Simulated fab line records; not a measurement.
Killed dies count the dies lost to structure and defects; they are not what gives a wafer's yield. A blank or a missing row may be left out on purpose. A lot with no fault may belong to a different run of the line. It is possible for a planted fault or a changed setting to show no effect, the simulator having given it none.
Which tool did it?	flow sfq-line	40 wafers from 14 lots sampled at 2 of the route's 325 steps

## WHAT THE GAUGES SHOWED, per wafer
SFQ_M4_OVL_MEAS_926.
lot	measured	on	M4_OVL (nm)
L952	day 40 05:29	overlay-02	-8 -1 -1
L953	day 40 06:41	overlay-01	5 -1 6
L954	day 40 07:53	overlay-02	-2 -5 -1
L955	day 41 17:55	overlay-02	-3 -5 -4
L956	day 42 05:57	overlay-02	-4 -8 -5
L957	day 42 08:14	overlay-02	-11 -7
L958	day 42 10:51	overlay-01	-5 -3 -1
L961	day 42 20:14	overlay-02	2 4
L969	day 54 19:39	overlay-01	9 4 8
L970	day 55 01:38	overlay-01	-3 -8 -6
L971	day 55 23:14	overlay-01	2 -1 3
L972	day 56 11:14	overlay-01	-1 1 -2
L973	day 56 14:50	overlay-02	-5 -7 -4
L974	day 56 16:03	overlay-02	-8 -3 -12

SFQ_JJ_RS_MEAS_929: uses a four-point probe to measure.
lot	measured	on	JJ_NB_RS (ohm/sq)
L952	day 47 15:08	film-metro-03	1.058 1.056 1.058
L953	day 47 16:21	film-metro-01	1.039 1.041 1.050
L954	day 47 19:57	film-metro-02	1.046 1.053 1.046
L955	day 48 10:22	film-metro-02	1.054 1.047 1.055
L956	day 48 16:20	film-metro-03	1.060 1.047 1.049
L957	day 48 19:59	film-metro-03	1.051 1.048
L958	day 48 22:22	film-metro-03	1.053 1.047 1.040
L961	day 49 05:35	film-metro-03	1.051 1.058
L969	day 55 08:39	film-metro-03	1.058 1.068 1.059
L970	day 55 15:49	film-metro-01	1.050 1.049 1.046
L971	day 56 19:25	film-metro-01	1.041 1.031 1.032
L972	day 61 09:56	film-metro-03	1.067 1.059 1.061
L973	day 61 14:44	film-metro-03	1.066 1.062 1.060
L974	day 61 17:09	film-metro-01	1.057 1.061 1.050

## WHAT TOOL EACH LOT RAN ON (gives the tool, then ch and the chambers of the sampled wafers, and finally the start)
No process step before these readings appears in the record.

## WHAT THE TOOLS THEMSELVES READ (means of the sampled wafers that have a number; where no wafer has one, the mark that the record gives instead)
The record holds no such reading with a usual standard deviation.

## THE ANSWER, worked out from the rows above alone
Rule: usual is defined by the lots themselves. Put in order of their means at a reading, lots are off if they are a third of the lots or fewer, leave a main group of 4 or more, and stand apart from it by a gap of 3 or more times the standard deviation of the main group's means; of several such gaps the widest counts. If all means in a main group match to the digits the tables above print for the reading, that group is not used. A lot without any number at a reading at which 4 lots or more have one is off too. Where the step has rows for the other lots, those lots are counted as sound. First the gauges in route order, then the tools' own readings, where a lot's mean is used as printed above. At the first step where some lot is off, the reading lying furthest off is the one used; lots without a number count as furthest.
None of the lots is off at any reading shown; this tells nothing.

## WHAT WAS PUT IN BY THE SIMULATOR
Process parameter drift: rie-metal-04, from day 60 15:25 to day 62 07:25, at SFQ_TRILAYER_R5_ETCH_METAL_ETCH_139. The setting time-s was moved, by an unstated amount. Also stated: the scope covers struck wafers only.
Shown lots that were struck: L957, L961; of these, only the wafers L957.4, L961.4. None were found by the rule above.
